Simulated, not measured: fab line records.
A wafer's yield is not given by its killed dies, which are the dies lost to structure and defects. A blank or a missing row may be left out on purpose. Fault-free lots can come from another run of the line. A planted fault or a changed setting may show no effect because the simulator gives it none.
fab line records	flow sky130
record lots=5	wafers=15	lastDay=50
route steps=708 shown VT_ADJUST_PCH@151 SONOS_TUNNEL@154 SONOS_ONO@168 GATE_OXIDE@187 PAD_OPEN@708
lots untouched by any fault: they come from a run of this same line in which no faults occurred
startH: start of the lot's first displayed wafer, in hours after the record's first day	waitH: time in hours since the lot's previous step	" same as the row above	L1.1+2: a single row standing in for several wafers	- either no value or no given start	* or withheld: withheld	< > ~ a bound
route shown NAME@n: names a module that has steps shown in the file, with the first one's number in the route	usual: mean and standard deviation over wafers with no fault	same: alike in all rows	chamber/n: place in a boat	sites: each site's reading	_std_site: the standard deviation of these	_edge_site: mean of outer sites minus mean of inner sites	radiusMm: how far each site lies from the wafer's centre	mask NAME#n: copy n	behind: the last tool/chamber to shape the wafer	hold: the reason the lot was held/the length of the hold in hours/how it ended	device: transistor that didn't switch, given as n, p or np	end of line: the same wafers' tests at the end of the route	a step with no rows: only its recipe	killed: the dies lost at the first sort to structure and to defects; this is not the yield of the wafer	map: a wafer's dies, x killed, . not, _ none there
set.NAME: the setting that was run; set.NAME@STEP: the one run at that earlier step	model.NAME: the simulator's own value behind a step, which no gauge read
lots seen at some steps along the route; tables by step, rows by wafer
services: a tool's chamber out of use, with start hour (startH, from the record's first day; less than 0 if before it), hours out, and reason
## steps
# step SKY_VT_ADJUST_PCH_IMPLANT_08
# recipe species=B	energyKev=10	doseCm2=5e+11	tiltDeg=withheld
# step SKY_VT_ADJUST_PCH_STRIP_09
# recipe chemistry=O2/N2	powerW=1400	pressureMtorr=1500	platenTempC=withheld	o2FlowSccm=3000	n2FlowSccm=300	overashFraction=0.5
# usual drypumpMotorCurrentA=6.0/0.4	oesProductAu=0.723/0.0048	stripTimeToEndpointS=37.00/0.1
lot.wafer	tool	chamber	startH	waitH	drypumpMotorCurrentA	oesProductAu	rfHoursCounterH	stripTimeToEndpointS
L512.1	plasmaAsher-02	1	261.09	0.1	6.0	0.727	56	37.07
L512.2	"	0	"	"	5.8	0.720	56	37.08
L512.3	"	1	"	"	6.1	0.717	-	37.09
L520.3	plasmaAsher-02	0	322.47	0.1	5.8	0.721	-	36.93
L520.4	"	1	"	"	6.1	0.726	-	37.05
L520.6	"	1	"	"	6.1	0.726	-	36.95
L521.2	plasmaAsher-02	0	328.19	0.1	5.8	0.726	62	37.06
L521.4	"	1	"	"	6.1	0.723	-	37.08
L521.6	"	1	"	"	6.0	0.715	-	37.18
L528.1	plasmaAsher-02	1	385.10	0.1	6.1	0.722	68	37.02
L528.4	"	1	"	"	6.1	0.722	-	36.89
L528.5	"	1	"	"	6.1	0.725	-	36.93
L530.1	plasmaAsher-02	1	399.44	0.1	6.1	0.727	69	37.02
L530.4	"	0	"	"	5.8	0.724	-	36.95
L530.6	"	0	"	"	5.8	0.728	-	36.87
# step SKY_VT_ADJUST_PCH_TW_MEAS_10
# usual VT_ADJUST_PCH_TW=142.5/1.3
lot.wafer	tool	chamber	startH	waitH	VT_ADJUST_PCH_TW
L512.1	filmMetro-04	-	261.19	0.1	144.2
L512.2	"	-	"	"	144.2
L512.3	"	-	"	"	143.9
L520.3	filmMetro-04	-	322.56	0.1	143.0
L520.4	"	-	"	"	143.4
L520.6	"	-	"	"	143.3
L521.2	filmMetro-01	-	328.30	0.1	142.2
L521.4	"	-	"	"	142.8
L521.6	"	-	"	"	142.2
L528.1	filmMetro-03	-	385.20	0.1	143.0
L528.4	"	-	"	"	142.6
L528.5	"	-	"	"	143.2
L530.1	filmMetro-03	-	399.54	0.1	142.8
L530.4	"	-	"	"	142.5
L530.6	"	-	"	"	143.0
# step SKY_SONOS_TUNNEL_DEHYDRATE_00
# recipe tempC=200	timeS=60
# step SKY_SONOS_TUNNEL_HMDS_01
# recipe primeTimeS=60	primeTempC=120
# step SKY_SONOS_TUNNEL_COAT_02
# recipe resist=NOVOLAK	spinRpm=3000	resistThkNm=1140
# step SKY_SONOS_TUNNEL_SOFTBAKE_03
# recipe tempC=90	timeS=60	resist=NOVOLAK
# step SKY_SONOS_TUNNEL_EXPOSE_04
# recipe maskId=TUNM	na=0.6	sourceShape=conventional	sigmaOuter=0.6	polarization=unpolarized	targetCdNm=410	doseMj=136
# step SKY_SONOS_TUNNEL_PEB_05
# recipe tempC=withheld	timeS=*	resist=NOVOLAK
# step SKY_SONOS_TUNNEL_DEVELOP_06
# recipe resist=NOVOLAK	developer=TMAH	developTimeS=60	devTempC=23
# step SKY_SONOS_TUNNEL_CD_MEAS_07
# recipe targetCdNm=410
# usual cdNm=410.2/2.5
lot.wafer	tool	chamber	startH	waitH	cdNm
L512.1	cdSem-02	-	284.35	0.1	408.2
L512.2	"	-	"	"	407.5
L512.3	"	-	"	"	407.7
L520.3	cdSem-01	-	349.05	0.1	414.9
L520.4	"	-	"	"	411.5
L520.6	"	-	"	"	412.9
L521.2	cdSem-01	-	354.67	0.1	411.8
L521.4	"	-	"	"	412.0
L521.6	"	-	"	"	410.1
L528.1	cdSem-01	-	410.66	0.1	414.0
L528.4	"	-	"	"	412.8
L528.5	"	-	"	"	410.0
L530.1	cdSem-01	-	426.70	0.1	412.2
L530.4	"	-	"	"	411.1
L530.6	"	-	"	"	409.6
# step SKY_SONOS_TUNNEL_OVL_MEAS_08
# usual SONOS_TUNNEL_OVL=-0.1/1.3
lot.wafer	tool	chamber	startH	waitH	SONOS_TUNNEL_OVL[nm]
L512.1	overlay-02	-	284.47	0.1	0.0
L512.2	"	-	"	"	0.5
L512.3	"	-	"	"	-2.5
L520.3	overlay-01	-	349.14	0.1	-0.6
L520.4	"	-	"	"	-1.6
L520.6	"	-	"	"	-0.4
L521.2	overlay-01	-	354.78	0.1	-0.5
L521.4	"	-	"	"	-1.4
L521.6	"	-	"	"	-0.1
L528.1	overlay-02	-	410.78	0.1	-1.6
L528.4	"	-	"	"	-1.5
L528.5	"	-	"	"	0.2
L530.1	overlay-02	-	426.82	0.1	-0.8
L530.4	"	-	"	"	0.0
L530.6	"	-	"	"	1.6
# step SKY_SONOS_TUNNEL_IMPLANT_09
# recipe species=B	energyKev=20	doseCm2=1e+12	tiltDeg=withheld
# usual doseIonsCm2=1e+12/1.1e+09	endStationPressureTorr=5.01e-06/2.7e-07	faradayCurrentUA=5.65/0.11
# same implantIonAmu=11
lot.wafer	tool	chamber	startH	waitH	doseIonsCm2	endStationPressureTorr	faradayCurrentUA
L512.1	implanter-03	0	284.51	0.0	9.993e+11	5.2e-06	5.61
L512.2	"	0	"	"	1.0026e+12	5.02e-06	5.51
L512.3	"	0	"	"	1.0006e+12	4.72e-06	5.67
L520.3	implanter-03	0	349.22	0.1	9.99e+11	4.8e-06	5.66
L520.4	"	0	"	"	1.0007e+12	4.79e-06	5.59
L520.6	"	0	"	"	9.99e+11	5.17e-06	5.68
L521.2	implanter-04	0	354.83	0.0	1.001e+12	5.26e-06	5.59
L521.4	"	0	"	"	1.0007e+12	5.44e-06	5.69
L521.6	"	0	"	"	9.997e+11	5.31e-06	5.67
L528.1	implanter-02	0	410.82	0.0	1.0001e+12	5.16e-06	5.66
L528.4	"	0	"	"	1.0001e+12	5.47e-06	5.87
L528.5	"	0	"	"	9.988e+11	4.61e-06	5.58
L530.1	implanter-02	0	426.86	0.0	1.0003e+12	4.78e-06	5.81
L530.4	"	0	"	"	1.002e+12	4.81e-06	5.72
L530.6	"	0	"	"	1.0022e+12	5.17e-06	5.55
# step SKY_SONOS_TUNNEL_WET_ETCH_10
# recipe chemistry=dHF	targetDepthNm=14	target=SiO2	dilution=100:1	tempC=25	timeS=280
# step SKY_SONOS_TUNNEL_STRIP_11
# recipe chemistry=SPM	timeS=600	tempC=130
# step SKY_SONOS_TUNNEL_TW_MEAS_12
# usual SONOS_TUNNEL_TW=195.9/1.1
lot.wafer	tool	chamber	startH	waitH	SONOS_TUNNEL_TW
L512.1	filmMetro-01	-	284.92	0.0	195.6
L512.2	"	-	"	"	196.8
L512.3	"	-	"	"	195.5
L520.3	filmMetro-01	-	349.61	0.0	195.2
L520.4	"	-	"	"	195.4
L520.6	"	-	"	"	195.0
L521.2	filmMetro-02	-	355.23	0.0	196.6
L521.4	"	-	"	"	196.8
L521.6	"	-	"	"	195.7
L528.1	filmMetro-01	-	411.23	0.0	194.9
L528.4	"	-	"	"	194.3
L528.5	"	-	"	"	194.5
L530.1	filmMetro-03	-	427.27	0.0	194.2
L530.4	"	-	"	"	197.6
L530.6	"	-	"	"	196.5
# step SKY_SONOS_TUNNEL_CLEAN_13
# recipe chemistry=dHF	timeS=20	dilution=100:1	dry=ipaMarangoni
# step SKY_SONOS_ONO_OXIDATION_00
# recipe tempC=800	ambient=O2	idleTempC=700	rampUpCPerMin=10	rampDownCPerMin=3	stabiliseS=600	purgeS=300	targetThkA=26	oxTimeS=1249
# step SKY_SONOS_ONO_THK_MEAS_01
# recipe reads=SiO2_of_SONOS_ONO_OXIDATION_00
# usual SONOS_ONO_OXIDATION_THK=2.60/0.05
lot.wafer	tool	chamber	startH	waitH	SONOS_ONO_OXIDATION_THK[nm]
L512.1	filmMetro-02	-	287.64	0.0	2.55
L512.2	"	-	"	"	2.60
L512.3	"	-	"	"	2.56
L520.3	filmMetro-02	-	351.99	0.0	2.66
L520.4	"	-	"	"	2.67
L520.6	"	-	"	"	2.72
L521.2	filmMetro-02	-	357.57	0.0	2.59
L521.4	"	-	"	"	2.58
L521.6	"	-	"	"	2.56
L528.1	filmMetro-03	-	413.98	0.0	2.58
L528.4	"	-	"	"	2.66
L528.5	"	-	"	"	2.62
L530.1	filmMetro-03	-	429.81	0.0	2.64
L530.4	"	-	"	"	2.59
L530.6	"	-	"	"	2.57
# step SKY_SONOS_ONO_CVD_02
# recipe material=Si3N4	precursor=DCS/NH3	targetThkNm=10.5	tempC=770	timeS=180	pressureMtorr=250
# step SKY_SONOS_ONO_THK_MEAS_03
# recipe reads=Si3N4_of_SONOS_ONO_CVD_02
# usual SONOS_ONO_CVD_02_THK=10.59/0.14
lot.wafer	tool	chamber	startH	waitH	SONOS_ONO_CVD_02_THK[nm]
L512.1	filmMetro-02	-	289.80	0.0	10.58
L512.2	"	-	"	"	10.68
L512.3	"	-	"	"	10.71
L520.3	filmMetro-03	-	354.31	0.0	10.65
L520.4	"	-	"	"	10.60
L520.6	"	-	"	"	10.57
L521.2	filmMetro-04	-	361.48	0.0	10.53
L521.4	"	-	"	"	10.45
L521.6	"	-	"	"	10.65
L528.1	filmMetro-04	-	415.62	0.0	10.90
L528.4	"	-	"	"	10.85
L528.5	"	-	"	"	10.78
L530.1	filmMetro-04	-	431.17	0.0	10.64
L530.4	"	-	"	"	10.68
L530.6	"	-	"	"	10.64
# step SKY_SONOS_ONO_CVD_04
# recipe material=SiO2	precursor=SiH4/N2O	targetThkNm=5.7199	tempC=900	pressureMtorr=400
# step SKY_SONOS_ONO_THK_MEAS_05
# recipe reads=SiO2_of_SONOS_ONO_CVD_04
# usual SONOS_ONO_CVD_04_THK=5.76/0.096
lot.wafer	tool	chamber	startH	waitH	SONOS_ONO_CVD_04_THK[nm]
L512.1	filmMetro-04	-	291.11	0.0	5.87
L512.2	"	-	"	"	5.89
L512.3	"	-	"	"	5.75
L520.3	filmMetro-03	-	355.62	0.0	5.82
L520.4	"	-	"	"	5.74
L520.6	"	-	"	"	5.76
L521.2	filmMetro-04	-	362.79	0.0	5.64
L521.4	"	-	"	"	5.67
L521.6	"	-	"	"	5.68
L528.1	filmMetro-03	-	416.93	0.0	5.83
L528.4	"	-	"	"	5.88
L528.5	"	-	"	"	5.98
L530.1	filmMetro-04	-	432.48	0.0	5.79
L530.4	"	-	"	"	5.77
L530.6	"	-	"	"	5.73
# step SKY_SONOS_ONO_DEHYDRATE_06
# recipe tempC=200	timeS=60
# step SKY_SONOS_ONO_HMDS_07
# recipe primeTimeS=60	primeTempC=120
# step SKY_SONOS_ONO_COAT_08
# recipe resist=NOVOLAK	spinRpm=3000	resistThkNm=1140
# step SKY_SONOS_ONO_SOFTBAKE_09
# recipe tempC=90	timeS=60	resist=NOVOLAK
# step SKY_SONOS_ONO_EXPOSE_10
# recipe maskId=ONOM	targetCdNm=410	na=0.6	sourceShape=conventional	sigmaOuter=0.6	doseMj=150
# step SKY_SONOS_ONO_PEB_11
# recipe tempC=withheld	timeS=*	resist=NOVOLAK
# step SKY_SONOS_ONO_DEVELOP_12
# recipe developTimeS=60	devTempC=23
# step SKY_SONOS_ONO_CD_MEAS_13
# recipe targetCdNm=410
# usual cdNm=409.8/1.9
lot.wafer	tool	chamber	startH	waitH	cdNm
L512.1	cdSem-02	-	316.41	0.1	405.9
L512.2	"	-	"	"	407.4
L512.3	"	-	"	"	405.9
L520.3	cdSem-02	-	383.80	0.1	410.7
L520.4	"	-	"	"	414.1
L520.6	"	-	"	"	411.2
L521.2	cdSem-02	-	390.56	0.1	409.4
L521.4	"	-	"	"	412.2
L521.6	"	-	"	"	409.6
L528.1	cdSem-02	-	447.56	0.1	410.4
L528.4	"	-	"	"	408.0
L528.5	"	-	"	"	409.4
L530.1	cdSem-01	-	463.06	0.1	411.3
L530.4	"	-	"	"	411.3
L530.6	"	-	"	"	408.0
# step SKY_SONOS_ONO_OVL_MEAS_14
# usual SONOS_ONO_OVL=-0.9/1.6
lot.wafer	tool	chamber	startH	waitH	SONOS_ONO_OVL[nm]
L512.1	overlay-02	-	316.53	0.1	-0.7
L512.2	"	-	"	"	-1.1
L512.3	"	-	"	"	-1.5
L520.3	overlay-01	-	383.89	0.1	-1.1
L520.4	"	-	"	"	-4.0
L520.6	"	-	"	"	-1.0
L521.2	overlay-02	-	398.98	8.4	-2.9
L521.4	"	-	"	"	-2.5
L521.6	"	-	"	"	-1.1
L528.1	overlay-02	-	447.68	0.1	-2.0
L528.4	"	-	"	"	-2.2
L528.5	"	-	"	"	-2.6
L530.1	overlay-01	-	463.18	0.1	-0.5
L530.4	"	-	"	"	0.2
L530.6	"	-	"	"	-0.4
# step SKY_SONOS_ONO_ETCH_15
# recipe targetDepthNm=19.52	chemistry=CHF3/O2	sourceW=600	biasW=200	pressureMtorr=40	chf3FlowSccm=50	O2_flow_sccm=5	timeS=7.8
# usual chf3FlowSccm=50.00/0.16	drypumpMotorCurrentA=5.7/0.5	oesProductAu=0.998/0.01	throttleValvePct=8.824/0.0094
lot.wafer	tool	chamber	startH	waitH	chf3FlowSccm	drypumpMotorCurrentA	oesProductAu	rfHoursCounterH	throttleValvePct
L512.1	rieDiel-01	3	316.57	0.0	49.80	6.3	1.006	22	8.826
L512.2	"	0	"	"	50.07	5.7	0.990	37	8.818
L512.3	"	1	"	"	49.81	6.4	0.997	2	8.823
L520.3	rieDiel-04	0	383.92	0.0	50.19	4.9	1.003	28	8.827
L520.4	"	2	"	"	50.03	5.7	1.008	5	8.832
L520.6	"	3	"	"	50.08	5.4	1.018	-	8.822
L521.2	rieDiel-01	2	399.01	0.0	49.90	5.2	0.991	2	8.831
L521.4	"	1	"	"	49.95	6.4	1.005	4	8.820
L521.6	"	3	"	"	50.04	6.3	1.004	-	8.837
L528.1	rieDiel-04	1	447.72	0.0	50.24	6.0	1.013	95	8.835
L528.4	"	3	"	"	50.01	5.3	1.012	8	8.835
L528.5	"	3	"	"	49.95	5.4	1.011	-	8.831
L530.1	rieDiel-01	1	463.22	0.0	50.04	6.4	0.995	5	8.826
L530.4	"	2	"	"	50.07	5.2	0.985	3	8.836
L530.6	"	1	"	"	50.15	6.4	0.995	-	8.837
# step SKY_SONOS_ONO_WET_ETCH_16
# recipe chemistry=dHF	targetDepthNm=14	dry=n2Spin	target=SiO2	dilution=100:1	tempC=25	timeS=280
# step SKY_SONOS_ONO_STRIP_17
# recipe chemistry=O2/N2	powerW=1400	pressureMtorr=1500	platenTempC=withheld	o2FlowSccm=3000	n2FlowSccm=300	overashFraction=0.5
# usual drypumpMotorCurrentA=6.1/0.33	oesProductAu=0.710/0.0052	stripTimeToEndpointS=14.11/0.039
lot.wafer	tool	chamber	startH	waitH	drypumpMotorCurrentA	oesProductAu	rfHoursCounterH	stripTimeToEndpointS
L512.1	plasmaAsher-01	1	316.68	0.0	6.7	0.710	65	14.12
L512.2	"	0	"	"	6.1	0.707	65	14.10
L512.3	"	1	"	"	6.7	0.715	-	14.13
L520.3	plasmaAsher-02	0	384.06	0.0	5.8	0.713	-	14.08
L520.4	"	1	"	"	6.1	0.704	-	14.10
L520.6	"	0	"	"	5.8	0.715	-	14.05
L521.2	plasmaAsher-01	0	399.11	0.0	6.1	0.700	73	14.04
L521.4	"	0	"	"	6.1	0.708	-	14.04
L521.6	"	1	"	"	6.7	0.714	-	14.04
L528.1	plasmaAsher-02	0	447.83	0.0	5.8	0.714	2	14.07
L528.4	"	1	"	"	6.1	0.714	-	14.08
L528.5	"	1	"	"	6.0	0.712	-	14.11
L530.1	plasmaAsher-03	0	463.33	0.0	5.8	0.708	34	14.11
L530.4	"	0	"	"	5.8	0.719	-	14.13
L530.6	"	0	"	"	5.8	0.710	-	14.11
# step SKY_SONOS_ONO_WET_ETCH_18
# recipe chemistry=H3PO4	targetDepthNm=15	target=Si3N4	tempC=160	timeS=172
# step SKY_GATE_OXIDE_CLEAN_00
# recipe chemistry=SC1/SC2	mix=1:4:20	tempC=70	timeS=150	dry=n2Spin
# step SKY_GATE_OXIDE_OXIDATION_01
# recipe tempC=900	ambient=O2	stabiliseS=600	purgeS=300	targetThkA=102.68	oxTimeS=1473
# step SKY_GATE_OXIDE_THK_MEAS_02
# recipe reads=SiO2_of_GATE_OXIDE_OXIDATION_01
# usual GATE_OXIDE_OXIDATION_00_THK=10.30/0.19
lot.wafer	tool	chamber	startH	waitH	GATE_OXIDE_OXIDATION_00_THK[nm]
L512.1	filmMetro-01	-	318.54	0.0	10.18
L512.2	"	-	"	"	9.83
L512.3	"	-	"	"	9.97
L520.3	filmMetro-02	-	385.66	0.0	10.44
L520.4	"	-	"	"	10.18
L520.6	"	-	"	"	10.20
L521.2	filmMetro-02	-	400.74	0.0	10.64
L521.4	"	-	"	"	10.55
L521.6	"	-	"	"	10.56
L528.1	filmMetro-02	-	449.45	0.0	10.42
L528.4	"	-	"	"	10.32
L528.5	"	-	"	"	10.19
L530.1	filmMetro-04	-	464.95	0.0	10.45
L530.4	"	-	"	"	10.65
L530.6	"	-	"	"	10.44
# step SKY_GATE_OXIDE_DEHYDRATE_03
# recipe tempC=200	timeS=60
# step SKY_GATE_OXIDE_HMDS_04
# recipe primeTimeS=60	primeTempC=120
# step SKY_GATE_OXIDE_COAT_05
# recipe resist=NOVOLAK	spinRpm=3000	resistThkNm=1140
# step SKY_PAD_OPEN_PROBE_99
# usual killed_at_M0_to_M3=43/6.8	killed_at_M4_up=3.2/1.7	killedAtContacts=24/5.7	killedAtFrontEnd=16/4.3	killedAtOther=0.3/0.56	killedDies=86/9.5	killedOpen=47/6.9	killedShort=39/5.8
# same grossDies=492	killedAtBackSide=0
lot.wafer	tool	chamber	startH	waitH	killed_at_M0_to_M3	killed_at_M4_up	killedAtContacts	killedAtFrontEnd	killedAtOther	killedDies	killedOpen	killedShort	model.etest.tipSonos.rsOhmSqRange
L512.1	prober-01	-	1099.98	0.1	41	2	22	11	0	76	37	39	44.64
L512.2	prober-01	-	1100.03	0.1	43	5	27	14	0	89	51	38	22.65
L512.3	prober-01	-	1100.08	0.2	43	2	25	16	2	88	50	37	42.89
L520.3	prober-02	-	1150.27	0.2	49	5	24	10	0	88	49	39	43.09
L520.4	prober-02	-	1150.32	0.2	36	5	28	11	0	80	41	39	30.24
L520.6	prober-02	-	1150.42	0.2	52	1	40	9	0	102	60	42	33.31
L521.2	prober-01	-	1157.41	0.1	33	5	28	15	0	81	50	31	42.86
L521.4	prober-01	-	1157.51	0.2	41	3	37	20	0	101	50	51	50.67
L521.6	prober-01	-	1157.61	0.2	48	3	24	15	0	90	56	34	27.13
L528.1	prober-01	-	1186.83	0.1	44	2	23	15	2	86	48	38	25
L528.4	prober-01	-	1186.98	0.2	42	1	25	11	1	80	42	37	39.04
L528.5	prober-01	-	1187.03	0.2	49	3	22	15	0	89	49	40	42.57
L530.1	prober-01	-	1194.86	0.1	35	2	20	26	0	83	43	38	93.9
L530.4	prober-01	-	1195.01	0.2	41	2	20	14	3	80	42	36	41.31
L530.6	prober-01	-	1195.11	0.2	46	3	17	15	1	82	41	40	27.13
# killed by level:class
L512.1 VIA3:geometricParticle:open=11 VIA3:geometricParticle:short=9 VIA1:geometricParticle:open=8 CONTACT:geometricParticle:short=6 LOCAL_INTERCONNECT:geometricParticle:short=5 CONTACT:geometricParticle:open=5 METAL2:geometricParticle:short=5 POLY_GATE:geometricParticle:open=4
L512.2 VIA3:geometricParticle:open=9 CONTACT:geometricParticle:open=8 VIA2:geometricParticle:open=8 LI_CONTACT:geometricParticle:open=7 LOCAL_INTERCONNECT:geometricParticle:short=7 VIA3:geometricParticle:short=7 VIA1:geometricParticle:open=6 POLY_GATE:geometricParticle:short=5
L512.3 CONTACT:geometricParticle:open=8 LI_CONTACT:geometricParticle:open=7 VIA3:geometricParticle:open=7 FIELD_ISO:geometricParticle:open=6 POLY_GATE:geometricParticle:short=5 VIA1:geometricParticle:open=5 VIA2:geometricParticle:open=5 VIA3:geometricParticle:short=5
L520.3 METAL2:geometricParticle:short=12 VIA1:geometricParticle:open=9 VIA3:geometricParticle:open=8 LI_CONTACT:geometricParticle:open=7 CONTACT:geometricParticle:open=6 VIA2:geometricParticle:open=6 METAL1:geometricParticle:short=5 LOCAL_INTERCONNECT:geometricParticle:short=5
L520.4 VIA1:geometricParticle:open=9 LOCAL_INTERCONNECT:geometricParticle:short=8 CONTACT:geometricParticle:open=6 LI_CONTACT:geometricParticle:short=5 LI_CONTACT:geometricParticle:open=5 METAL1:geometricParticle:short=5 METAL2:geometricParticle:short=5 VIA3:geometricParticle:open=5
L520.6 CONTACT:geometricParticle:open=14 VIA3:geometricParticle:open=12 VIA1:geometricParticle:open=9 LOCAL_INTERCONNECT:geometricParticle:short=9 LI_CONTACT:geometricParticle:open=8 VIA2:geometricParticle:open=8 METAL2:geometricParticle:short=6 CONTACT:geometricParticle:short=5
L521.2 VIA1:geometricParticle:open=10 CONTACT:geometricParticle:open=9 LI_CONTACT:geometricParticle:open=8 CONTACT:geometricParticle:short=6 VIA1:geometricParticle:short=5 VIA2:geometricParticle:open=5 FIELD_ISO:geometricParticle:short=4 VIA3:geometricParticle:short=4
L521.4 LI_CONTACT:geometricParticle:open=10 CONTACT:geometricParticle:open=10 VIA1:geometricParticle:open=8 VIA2:geometricParticle:open=7 POLY_GATE:geometricParticle:short=6 CONTACT:geometricParticle:short=6 FIELD_ISO:geometricParticle:short=5 LOCAL_INTERCONNECT:geometricParticle:short=5
L521.6 VIA1:geometricParticle:open=14 LI_CONTACT:geometricParticle:open=10 VIA3:geometricParticle:open=8 CONTACT:geometricParticle:open=7 METAL2:geometricParticle:short=7 POLY_GATE:geometricParticle:open=5 VIA2:geometricParticle:open=5 METAL1:geometricParticle:short=5
L528.1 VIA1:geometricParticle:open=10 VIA3:geometricParticle:open=8 CONTACT:geometricParticle:open=7 LI_CONTACT:geometricParticle:open=6 VIA2:geometricParticle:open=5 FIELD_ISO:geometricParticle:open=5 METAL1:geometricParticle:short=5 VIA1:geometricParticle:short=5
L528.4 CONTACT:geometricParticle:open=9 VIA1:geometricParticle:short=8 VIA2:geometricParticle:open=7 CONTACT:geometricParticle:short=6 METAL2:geometricParticle:short=6 VIA1:geometricParticle:open=6 VIA3:geometricParticle:open=6 POLY_GATE:geometricParticle:open=4
L528.5 VIA1:geometricParticle:open=11 VIA3:geometricParticle:open=7 LOCAL_INTERCONNECT:geometricParticle:short=6 POLY_GATE:geometricParticle:open=5 LI_CONTACT:geometricParticle:open=5 VIA2:geometricParticle:open=5 CONTACT:geometricParticle:open=5 VIA1:geometricParticle:short=5
L530.1 FIELD_ISO:geometricParticle:open=12 VIA1:geometricParticle:open=11 LI_CONTACT:geometricParticle:open=8 FIELD_ISO:geometricParticle:short=6 LOCAL_INTERCONNECT:geometricParticle:short=6 METAL1:geometricParticle:short=6 VIA3:geometricParticle:open=5 CONTACT:geometricParticle:short=4
L530.4 CONTACT:geometricParticle:open=9 VIA3:geometricParticle:open=7 VIA1:geometricParticle:open=7 METAL2:geometricParticle:short=7 LI_CONTACT:geometricParticle:open=5 LOCAL_INTERCONNECT:geometricParticle:short=5 VIA1:geometricParticle:short=5 METAL1:geometricParticle:short=4
L530.6 VIA1:geometricParticle:open=11 VIA2:geometricParticle:open=9 CONTACT:geometricParticle:open=8 FIELD_ISO:geometricParticle:short=7 VIA3:geometricParticle:open=7 METAL1:geometricParticle:short=6 CONTACT:geometricParticle:short=6 POLY_GATE:geometricParticle:short=4
## services
tool	chamber	startH	hours	kind
implanter-04	-	243.28	0.5	repair
rieDiel-01	2	254.20	8.3	repair
rieDiel-01	1	274.63	4.7	repair
implanter-02	-	277.16	4.0	pm
implanter-03	-	288.91	2.9	pm
rieDiel-04	0	298.39	6.5	repair
implanter-03	-	301.32	0.9	repair
implanter-02	-	317.66	1.0	repair
plasmaAsher-01	-	319.19	1.6	repair
implanter-03	-	330.29	4.2	repair
implanter-03	-	336.05	1.1	repair
plasmaAsher-03	-	350.12	2.8	pm
rieDiel-04	1	353.95	4.1	repair
implanter-04	-	355.31	3.1	repair
rieDiel-01	0	355.85	6.4	repair
rieDiel-01	2	377.99	6.8	repair
plasmaAsher-03	-	380.63	1.6	repair
implanter-02	-	404.21	3.0	repair
rieDiel-04	1	406.82	20.4	repair
plasmaAsher-02	-	421.25	9.0	pm
rieDiel-01	-	434.06	4.3	pm
plasmaAsher-01	-	434.14	1.2	repair
implanter-02	-	438.13	4.4	repair
rieDiel-04	-	457.53	2.8	pm
## key
firstSign none at tools or gauges
modelEffect step=SKY_PAD_OPEN_PROBE_99	value=etest.tipSonos.rsOhmSqRange	without=32.11	struck=93.9
metAt SKY_SONOS_TUNNEL_IMPLANT_09
struckWafers L530.1
testerLeftOut L530
onsetBetween 410.82 426.86
fault kind=processParameterDrift	tool=implanter-02	chamber=-	onsetH=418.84	steps=SKY_SONOS_TUNNEL_IMPLANT_09	channel=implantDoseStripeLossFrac	offset=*	shape=step	endH=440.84	scope=struckWafersOnly
# testerLeftOut: of these lots the tester's yield and bins aren't shown, on N5 and GAA mostly nor the transistor test; their killed dies are dies lost to structure and defects alone, not to doping, threshold or leakage, so they don't give the yield
